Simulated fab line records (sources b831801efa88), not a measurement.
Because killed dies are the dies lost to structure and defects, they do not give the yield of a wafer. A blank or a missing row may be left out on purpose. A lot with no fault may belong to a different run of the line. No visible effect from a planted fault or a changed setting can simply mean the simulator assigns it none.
fab line records    flow sky130
record lots=4  wafers=12  lastDay=49
route steps=708 shown METAL2@497 VIA2@507 METAL3@532 CAPM@537 PAD_OPEN@708
lots that met no fault: taken from a fault-free run of the same line
startH: the number of hours between the record's first day and the start of the first shown wafer of the lot    waitH: how many hours have passed since the lot's step before this one    " identical to the entry in the row above    L1.1+2: one row covering several wafers at once    - no value, or no start was given    * or withheld: withheld    < > ~ a bound
route shown NAME@n: names a module that has steps shown in the file, with the first one's number in the route    usual: average and standard deviation across the fault-free wafers    same: alike in all rows    chamber/n: place in a boat    sites: each site's reading    _std_site: their standard deviation    _edge_site: mean of outer sites minus mean of inner sites    radiusMm: for every site, how far away it sits from the centre of the wafer    mask NAME#n: copy n    behind: the tool/chamber that last shaped the wafer    hold: why the lot went on hold/how many hours it stayed there/how the hold came to an end    device: the n, p or np transistor that did not switch    end of line: the tests these same wafers got at the end of their route    a step given without rows: its recipe and nothing more    killed: count of dies lost to structure and defects at first sort (not the wafer's yield)    map: the dies of a wafer, with x for killed, . for not killed, _ for no die there
set.NAME: the setting that was run; set.NAME@STEP: the one run at that earlier step    model.NAME: the simulator's own value behind a step, which no gauge read
lots at selected steps of the route; one table per step, one row per wafer
services: from which hour (startH, from the record's first day; less than 0 if before it) a tool's chamber was out of use, for how many hours, and why
## steps
# step SKY_METAL2_DEVELOP_14
# recipe developTimeS=60  resist=KrF-thick  devTempC=21
# step SKY_METAL2_DESCUM_17
# recipe chemistry=O2  sourcePowerW=150  biasPowerW=0  pressureMtorr=10  tempC=40  timeS=8
# step SKY_METAL2_ETCH_18
# recipe chemistry=N2/H2  target=BARC  ionEnergyEv=200  biasW=100  pressureMtorr=30  n2FlowSccm=100  h2FlowSccm=200  icpW=500  stopOn=SiO2  timeS=45.9  targetDepthA=600
# step SKY_METAL2_METAL_ETCH_19
# recipe targetDepthA=3600  stopOn=SiO2  overEtchFrac=0.3  timeS=78  chemistry=Cl2/BCl3  resistSidewallDeg=88  pressureMtorr=10  icpW=900  biasW=48.5  Cl2_flow_sccm=60  bcl3FlowSccm=30
# step SKY_METAL2_STRIP_20
# recipe chemistry=O2/N2  powerW=1400  pressureMtorr=1500  platenTempC=withheld  o2FlowSccm=3000  n2FlowSccm=300  overashFraction=0.5
# step SKY_METAL2_STRIP_21
# recipe chemistry=postEtchResidueRemover  timeS=1200  tempC=72.5
# step SKY_METAL2_CLEAN_22
# recipe chemistry=IPA  timeS=180  tempC=25
# step SKY_METAL2_CLEAN_23
# recipe chemistry=O3/DIW  dry=n2Spin
# step SKY_VIA2_HDPCVD_00
# recipe material=SiO2  targetThkNm=1180  sigmaOpenFrac=0.3  timeS=196.7  tempC=400  sih4FlowSccm=60  pressureMtorr=6
# step SKY_VIA2_CMP_02
# recipe material=SiO2  downForcePsi=4  platenRpm=60  padVelocityMS=0.94248
# usual edgeZonePressureFrac=0.999/0.005  headPressurePsi=4.001/0.0093  motorCurrentA=12.3/0.95  slurryFilterDpKPa=13.50/0.13
lot.wafer  tool    chamber  startH  waitH  edgeZonePressureFrac  headPressurePsi  motorCurrentA  slurryFilterDpKPa
L946.2     cmp-01  2        812.24  0.1    1.001                 4.004            12.8           13.82
L946.4     "       3        "       "      0.998                 4.004            10.6           13.47
L946.1     "       0        "       "      1.002                 3.994            11.6           13.36
L956.2     cmp-01  1        908.83  0.2    1.002                 3.999            12.9           13.46
L956.6     "       2        "       "      0.997                 4.009            12.3           13.37
L956.5     "       3        "       "      0.997                 3.997            10.5           13.60
L957.3     cmp-01  1        913.14  0.3    0.994                 4.005            13.5           13.65
L957.1     "       2        "       "      0.997                 4.009            13.2           13.40
L957.4     "       3        "       "      1.003                 4.020            10.9           13.35
L965.1     cmp-02  1        966.26  0.1    1.001                 4.016            12.6           13.40
L965.5     "       0        "       "      0.991                 4.017            13.1           13.56
L965.6     "       1        "       "      0.998                 4.008            12.6           13.49
# step SKY_VIA2_DEHYDRATE_04
# recipe tempC=200  timeS=60
# step SKY_VIA2_HMDS_05
# recipe primeTimeS=60  primeTempC=120
# step SKY_VIA2_COAT_06
# recipe resist=BARC  tempC=withheld  timeS=withheld  spinRpm=3000  resistThkNm=60
# step SKY_VIA2_COAT_07
# recipe resist=KrF-thick  spinRpm=3000  resistThkNm=450
# step SKY_VIA2_SOFTBAKE_08
# recipe tempC=100  timeS=90  resist=KrF-thick
# step SKY_VIA2_EXPOSE_09
# recipe maskId=VIM2  na=0.8  sourceShape=annular  sigmaInner=0.55  sigmaOuter=0.85  targetCdNm=200  doseMj=38
# step SKY_VIA2_PEB_10
# recipe pebTempC=withheld  pebTimeS=withheld  resist=KrF-thick
# step SKY_VIA2_DEVELOP_11
# recipe developTimeS=60  resist=KrF-thick  devTempC=21
# step SKY_VIA2_ETCH_14
# recipe chemistry=N2/H2  target=BARC  ionEnergyEv=200  sourceW=500  biasW=100  pressureMtorr=30  n2FlowSccm=100  h2FlowSccm=200  stopOn=SiO2  timeS=45.9  targetDepthA=600
# step SKY_VIA2_ETCH_15
# recipe target=SiO2  chemistry=C4F8/O2/Ar  targetDepthNm=546  stopOn=TiN  maskMaterial=KrF-thick  sourceW=1500  biasW=1200  pressureMtorr=40  c4f8FlowSccm=withheld  O2_flow_sccm=6  Ar_flow_sccm=300  timeS=84
# step SKY_VIA2_STRIP_16
# recipe chemistry=O2/N2  powerW=1400  pressureMtorr=1500  platenTempC=withheld  o2FlowSccm=3000  n2FlowSccm=300  overashFraction=0.5
# step SKY_VIA2_STRIP_17
# recipe chemistry=postEtchResidueRemover  timeS=1200  tempC=72.5
# step SKY_VIA2_CLEAN_18
# recipe chemistry=IPA  timeS=180  tempC=25
# step SKY_VIA2_CLEAN_19
# recipe chemistry=O3/DIW  dry=n2Spin
# step SKY_VIA2_SPUTTER_20
# recipe material=TiN  targetThkNm=20  chamberPressurePa=5  powerW=4000  timeS=80
# step SKY_VIA2_CVD_21
# recipe material=W  targetThkNm=420  timeS=126.4  tempC=400  pressureTorr=40
# step SKY_VIA2_CMP_24
# recipe stopOn=SiO2  tOverpolishS=20  downForcePsi=3.5  platenRpm=60  targetThkNm=0  padVelocityMS=0.94248
# step SKY_METAL3_SPUTTER_00
# recipe material=Ti  targetThkNm=15  powerW=3000  timeS=10  chamberPressurePa=0.4
# step SKY_METAL3_SPUTTER_01
# recipe material=TiN  targetThkNm=20  powerW=6500  timeS=16.7  chamberPressurePa=0.4
# step SKY_METAL3_SPUTTER_02
# recipe material=AlCu  targetThkNm=735  powerW=10600  timeS=39.1  chamberPressurePa=0.4
# step SKY_METAL3_SPUTTER_03
# recipe material=Ti  targetThkNm=5  powerW=3000  timeS=3.3  chamberPressurePa=0.4
# step SKY_METAL3_SPUTTER_04
# recipe material=TiN  targetThkNm=70  powerW=6500  timeS=58.3  chamberPressurePa=0.4
# step SKY_CAPM_CVD_00
# recipe material=SiO2  targetThkNm=15.5  tempC=400  timeS=withheld  rfW=450
# step SKY_PAD_OPEN_PROBE_99
# usual defectLimitedYield=82.7/1.9  killed_at_M0_to_M3=43/6.8  killed_at_M4_up=2.9/1.7  killedAtContacts=24/5.4  killedAtFrontEnd=15/4.8  killedAtOther=0.3/0.57  killedDies=85/9.4  killedOnRim=16/4  killedOpen=47/7.5  killedShort=38/5.7  sort_bin_3_pad_short=0.8/0.37  sort_bin_5_function=10.2/1.5  sort_bin_6_memory=6.2/1.1  sortNPass=407/9.4  sortYieldPct=82.7/1.9
# same grossDies=492  killedAtBackSide=0  sort_bin_4_leakage[%]=0  sort_bin_8_speed[%]=0
lot.wafer  tool       chamber  startH   waitH  defectLimitedYield[%]  killed_at_M0_to_M3  killed_at_M4_up  killedAtContacts  killedAtFrontEnd  killedAtOther  killedDies  killedOnRim  killedOpen  killedShort  sort_bin_3_pad_short[%]  sort_bin_5_function[%]  sort_bin_6_memory[%]  sortNPass  sortYieldPct[%]  model.etest.tester.sortNPass  model.etest.tester.sortYieldPct  model.etest.tester.sort_bin_5_pct  model.etest.tester.sort_bin_6_pct  model.etest.tester.sort_bin_3_pct
L946.1     prober-01  -        1065.29  0.1    81.5                   52                  3                22                14                0              91          25           45          46           1.0                      10.4                    7.1                   401        81.5             401                           81.5                             10.37                              7.114                              1.016
L946.2     prober-01  -        1065.34  0.1    82.3                   43                  4                33                7                 0              87          16           54          33           0.4                      11.6                    5.7                   405        82.3             405                           82.32                            11.59                              5.691                              0.4065
L946.4     prober-01  -        1065.44  0.2    80.9                   50                  0                32                11                1              94          21           54          40           1.8                      11.2                    6.1                   398        80.9             398                           80.89                            11.18                              6.098                              1.829
L956.2     prober-02  -        1141.64  0.1    45.5                   229                 2                25                12                0              268         53           33          29           3.0                      33.1                    18.3                  224        45.5             224                           45.53                            33.13                              18.29                              3.049
L956.5     prober-02  -        1141.79  0.2    44.3                   238                 1                23                12                0              274         57           44          21           3.7                      37.0                    15.0                  218        44.3             218                           44.31                            36.99                              15.04                              3.659
L956.6     prober-02  -        1141.84  0.2    41.3                   255                 1                21                12                0              289         50           45          26           3.0                      36.6                    19.1                  203        41.3             203                           41.26                            36.59                              19.11                              3.049
L957.1     prober-01  -        1147.85  0.1    46.3                   238                 5                12                9                 0              264         57           28          24           3.3                      32.3                    18.1                  228        46.3             228                           46.34                            32.32                              18.09                              3.252
L957.3     prober-01  -        1147.95  0.2    46.1                   229                 1                19                16                0              265         56           43          27           4.5                      34.1                    15.2                  227        46.1             227                           46.14                            34.15                              15.24                              4.472
L957.4     prober-01  -        1148.00  0.2    46.7                   223                 0                26                13                0              262         51           41          30           4.3                      36.4                    12.6                  230        46.7             230                           46.75                            36.38                              12.6                               4.268
L965.1     prober-01  -        1182.07  0.1    80.5                   50                  2                28                16                0              96          13           52          44           0.4                      11.8                    7.3                   396        80.5             396                           80.49                            11.79                              7.317                              0.4065
L965.5     prober-01  -        1182.27  0.2    81.1                   48                  1                23                21                0              93          29           56          37           1.4                      11.4                    6.1                   399        81.1             399                           81.1                             11.38                              6.098                              1.423
L965.6     prober-01  -        1182.32  0.2    82.9                   44                  2                24                14                0              84          13           45          39           0.6                      11.6                    4.9                   408        82.9             408                           82.93                            11.59                              4.878                              0.6098
# killed by level:class
L946.1 VIA1:geometricParticle:open=11 VIA3:geometricParticle:short=9 CONTACT:geometricParticle:open=7 POLY_GATE:geometricParticle:open=7 VIA1:geometricParticle:short=6 VIA2:geometricParticle:open=6 LI_CONTACT:geometricParticle:open=5 METAL2:geometricParticle:short=5
L946.2 CONTACT:geometricParticle:open=18 VIA1:geometricParticle:open=12 LI_CONTACT:geometricParticle:open=7 METAL1:geometricParticle:short=5 METAL3:geometricParticle:short=5 LI_CONTACT:geometricParticle:short=4 VIA1:geometricParticle:short=4 VIA2:geometricParticle:open=4
L946.4 CONTACT:geometricParticle:open=10 VIA2:geometricParticle:open=10 VIA1:geometricParticle:open=9 VIA3:geometricParticle:short=7 LI_CONTACT:geometricParticle:open=7 LOCAL_INTERCONNECT:geometricParticle:short=6 VIA3:geometricParticle:open=6 LI_CONTACT:geometricParticle:short=5
L956.2 VIA2:unspecified=206 VIA1:geometricParticle:open=10 CONTACT:geometricParticle:short=7 CONTACT:geometricParticle:open=7 POLY_GATE:geometricParticle:short=5 LOCAL_INTERCONNECT:geometricParticle:short=5 LI_CONTACT:geometricParticle:open=4 VIA3:geometricParticle:open=4
L956.5 VIA2:unspecified=209 LI_CONTACT:geometricParticle:open=8 CONTACT:geometricParticle:open=7 VIA1:geometricParticle:open=7 CONTACT:geometricParticle:short=6 VIA3:geometricParticle:open=6 FIELD_ISO:geometricParticle:open=5 VIA2:geometricParticle:open=5
L956.6 VIA2:unspecified=218 CONTACT:geometricParticle:open=13 VIA1:geometricParticle:open=10 VIA1:geometricParticle:short=6 FIELD_ISO:geometricParticle:short=5 VIA3:geometricParticle:open=5 LI_CONTACT:geometricParticle:open=5 VIA3:geometricParticle:short=4
L957.1 VIA2:unspecified=212 VIA1:geometricParticle:open=5 METAL2:geometricParticle:short=5 POLY_GATE:geometricParticle:open=4 CONTACT:geometricParticle:open=3 VIA2:geometricParticle:open=3 FIELD_ISO:geometricParticle:open=2 LI_CONTACT:geometricParticle:open=2
L957.3 VIA2:unspecified=195 POLY_GATE:geometricParticle:open=7 METAL1:geometricParticle:short=7 VIA1:geometricParticle:open=7 CONTACT:geometricParticle:open=6 LI_CONTACT:geometricParticle:open=5 LOCAL_INTERCONNECT:geometricParticle:short=5 VIA3:geometricParticle:open=5
L957.4 VIA2:unspecified=191 CONTACT:geometricParticle:open=11 VIA1:geometricParticle:open=11 METAL1:geometricParticle:short=7 POLY_GATE:geometricParticle:short=5 VIA2:geometricParticle:open=5 FIELD_ISO:geometricParticle:open=4 CONTACT:geometricParticle:short=4
L965.1 VIA1:geometricParticle:open=13 METAL1:geometricParticle:short=10 CONTACT:geometricParticle:open=9 FIELD_ISO:geometricParticle:open=8 LOCAL_INTERCONNECT:geometricParticle:short=7 METAL2:geometricParticle:short=7 VIA2:geometricParticle:open=7 LI_CONTACT:geometricParticle:open=4
L965.5 VIA1:geometricParticle:open=11 LI_CONTACT:geometricParticle:open=10 METAL2:geometricParticle:short=8 CONTACT:geometricParticle:open=7 FIELD_ISO:geometricParticle:open=6 VIA3:geometricParticle:short=6 POLY_GATE:geometricParticle:open=6 METAL1:geometricParticle:short=6
L965.6 VIA1:geometricParticle:open=11 CONTACT:geometricParticle:open=10 VIA1:geometricParticle:short=6 METAL2:geometricParticle:short=5 CONTACT:geometricParticle:short=5 VIA3:geometricParticle:open=5 POLY_GATE:geometricParticle:short=4 LI_CONTACT:geometricParticle:open=4
# map L956.6 (x killed, . not)
__________x..xxxx.x._________
________..xxxxx...xx.x_______
______.xx.x.xxxxxx.xxxxx_____
_____x.xxx.x..x....xxx.x.____
____..xx.xxx.xx.xx.xxxxxx.___
___.x.xxxxx..xxxxxxx...xx.x__
__...x.xxxxxxx.xx..xx.xxxx.x_
_xxx.x...xx.xxxxxx..x..x.x..x
_....xx.x.x...x.xx...xx..x..x
_.xx....xx.x...x.x....xx.xx..
_.xxxx.x.xxx...xx.x.xxx....x.
_.x.xxxxx.xxx.x..xxx.x..x.x.x
_x.x.xx.x.x.xxxx.x.x..xx.x.x.
_.xx.xxxxx...x.xxxx.x...xxxxx
_x.xx...xxxx.x.x.x.x.x..xxx.x
__xx..x.xx..xxx.x..xxx.xxxx._
___...xxxxxxx.x.xxxx.x..x..__
____xxx..x.xx.x..xxx.x.xx.___
_____xxx..xxxxx.xx..x.x..____
______xx..xxx..xx.xxx..x_____
________xx.xxxxx.xx..._______
__________xxxx..xxxx_________
# map L957.3 (x killed, . not)
__________xxxxxx..xx_________
________xxx...xxx.x..._______
______x.xxxx.xxx...x.x.x_____
_____..x.xxx..xx.xx.x.xxx____
____.xxx.x..xxxxx.xx.xx...___
___..xxx..xx.....xx..x....x__
__x.x...xxxxx.x.xx....xx.xxx_
_xx.x.xxx.x..xxxx.x.x.x.x.xx.
_.xxxxxxxx.x.x.x.x.....x.xx..
_xxxx.xx.xxx.xx.x..x..xx..xx.
_....xxx.xx....x...x....x...x
_xxxxxx...xx.xxx...x.x.x.xx.x
_xxx....xxx.x..x...xxx.x..x.x
_xx..xxxx...x.x..x.xxx.x..x.x
_xxx...xxxx..x.xxxx...xxxx...
__x...x..xxx....xxx.xxx.xxxx_
___xx.xx.xxx..x..x..xx..x..__
____..xx.....x.xx..x..x.x.___
_____xx..x.xx.x.xxxxx.x..____
______xxxxxxx..x..x..xxx_____
________.x.x.xx...x.xx_______
__________.x..x.xx.._________
## services
tool    chamber  startH  hours  kind
cmp-01  -        805.26  6.8    pm
cmp-01  -        828.17  2.6    repair
cmp-02  -        840.36  4.0    repair
cmp-02  -        883.09  3.8    pm
cmp-02  -        908.97  5.1    repair
cmp-02  -        914.05  4.0    pm
cmp-02  -        918.05  -      consumableReplace:conditioner
cmp-02  -        918.05  -      consumableReplace:pad
cmp-01  -        933.05  8.1    pm
cmp-01  -        963.66  2.7    repair
## key
firstSign step=SKY_PAD_OPEN_PROBE_99  reading=killed_at_M0_to_M3  direction=up  sigmas=28  usual=43  struck=235
effect step=SKY_PAD_OPEN_PROBE_99  reading=defectLimitedYield  direction=down  sigmas=20  usual=82.7  struck=45.1
modelEffect step=SKY_PAD_OPEN_PROBE_99  value=etest.tester.sortNPass  without=403.7  struck=221.7
metAt SKY_VIA2_CMP_02
struckWafers L956.2,L956.5,L956.6,L957.1,L957.3,L957.4
onsetBetween 812.24 908.83
fault kind=chamberParticleSource  tool=cmp-01  chamber=-  onsetH=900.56  steps=SKY_VIA2_CMP_02  ratePerVisitCm2=1.1403  endH=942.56
